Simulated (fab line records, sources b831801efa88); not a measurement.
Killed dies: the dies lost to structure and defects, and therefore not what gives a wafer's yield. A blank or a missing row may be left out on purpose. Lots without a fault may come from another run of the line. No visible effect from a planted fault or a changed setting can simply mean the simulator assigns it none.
Comparing a struck lot with a sound one    flow sky130    18 steps out of a route of 708
Sound: wafers L599.1, L599.3, L599.5. Wafers L604.3, L604.4, L604.6 were the ones struck. Last of all comes the cause.
For every step that has rows: the tool of each side, followed by ch and its chambers, followed by its first start. Under that, the readings that differ: sound wafers    struck wafers    difference of the means    sigmas: that difference in standard deviations of wafers without a fault.
alike: a reading whose means differ by less than 2 such deviations, as well as words and numbers matching on both sides. not compared: withheld readings; readings where some wafer has no value; bounds like >300 that might hide an equal value; numbers whose values overlap and for which the record gives no deviation.
Wherever a step has rows on one side only, a row that says differs or no value, or a row with sigmas, the two part there. Numbers that don't overlap but have no deviation are shown without sigmas and don't part them. A reading missing from all wafers of one side parts the sides only when that side holds two or more wafers.

SKY_LDD_HVP_STRIP_09: strips in O2/N2.
  sound on plasma-asher-02 ch 0,1, day 25 13:29; struck on plasma-asher-03 ch 0,1, day 27 08:37
  alike: drypump-motor-current-A, oes-product-au, strip-time-to-endpoint-s
  not compared: rf-hours-counter-h
SKY_LDD_HVP_TW_MEAS_10:
  struck on film-metro-04, day 27 08:42; sound on film-metro-04, day 25 13:35
  alike: LDD_HVP_TW
then, 7 steps without rows for these wafers: SKY_LDD_LDN_DEHYDRATE_00 (time 60 s); SKY_LDD_LDN_HMDS_01 (prime time 60 s); SKY_LDD_LDN_COAT_02 (resist thk 1140 nm); SKY_LDD_LDN_SOFTBAKE_03 (time 60 s); SKY_LDD_LDN_EXPOSE_04 (exposes mask LDNTM, target cd 700 nm); SKY_LDD_LDN_PEB_05; SKY_LDD_LDN_DEVELOP_06 (develop time 60 s).
SKY_LDD_LDN_OVL_MEAS_07:
  struck on overlay-01, day 28 12:20; sound on overlay-02, day 26 18:52
  alike: LDD_LDN_OVL
then, 2 steps without rows for these wafers: SKY_LDD_LDN_IMPLANT_08; SKY_LDD_LDN_IMPLANT_09.
SKY_LDD_LDN_IMPLANT_10:
  sound on implanter-01 ch 0, day 26 19:13; struck on implanter-02 ch 0, day 28 12:43
reading             sound                             struck                         difference  sigmas
dose-ions-cm2       1.2494e+13 1.2492e+13 1.2495e+13  9.056e+12 9.063e+12 9.035e+12  -3.442e+12  -99 or more
faraday-current-uA  67.5 70.7 69.3                    51.3 51.1 51.0                 -18.0       -12
  alike: beam-energy-keV, end-station-pressure-torr
after that, 1 step had no rows for these wafers: SKY_LDD_LDN_IMPLANT_11.
SKY_LDD_LDN_STRIP_12: strips in O2/N2.
  sound on plasma-asher-01 ch 0,1, day 26 19:31; struck on plasma-asher-01 ch 0,1, day 28 12:59
  alike: drypump-motor-current-A, oes-product-au, strip-time-to-endpoint-s
  not compared: rf-hours-counter-h
SKY_LDD_LDN_TW_MEAS_13:
  struck on film-metro-01, day 28 13:05; sound on film-metro-03, day 26 19:37
  alike: LDD_LDN_TW
then, 1 step without rows for these wafers: SKY_LDD_LDN_CLEAN_14 (cleans in SC1/SC2, time 150 s).
-- a jump in the record: the struck wafers' starts before and after are 21 days apart (it breaks off in module LDD_LDN and resumes in module PAD_OPEN, where the first step shown is number 708 of the route) --
SKY_PAD_OPEN_PROBE_99:
  struck on prober-02, day 49 17:30; sound on prober-01, day 48 10:52
  alike: killed_at_M0_to_M3, killed_at_M4_up, killed-at-contacts, killed-at-front-end, killed-at-other, killed-dies, killed-open, killed-short
  not compared: model.etest.tip-sonos.rs-ohm-sq

## WHERE THEY PART
Only at SKY_LDD_LDN_IMPLANT_10, as far as this record shows. Later steps at which nothing parts them and some readings are alike: SKY_LDD_LDN_STRIP_12, SKY_LDD_LDN_TW_MEAS_13, SKY_PAD_OPEN_PROBE_99.

WHY: what had been put in by the simulator
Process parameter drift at SKY_LDD_LDN_IMPLANT_10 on implanter-02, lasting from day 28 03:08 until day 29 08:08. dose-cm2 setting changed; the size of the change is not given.
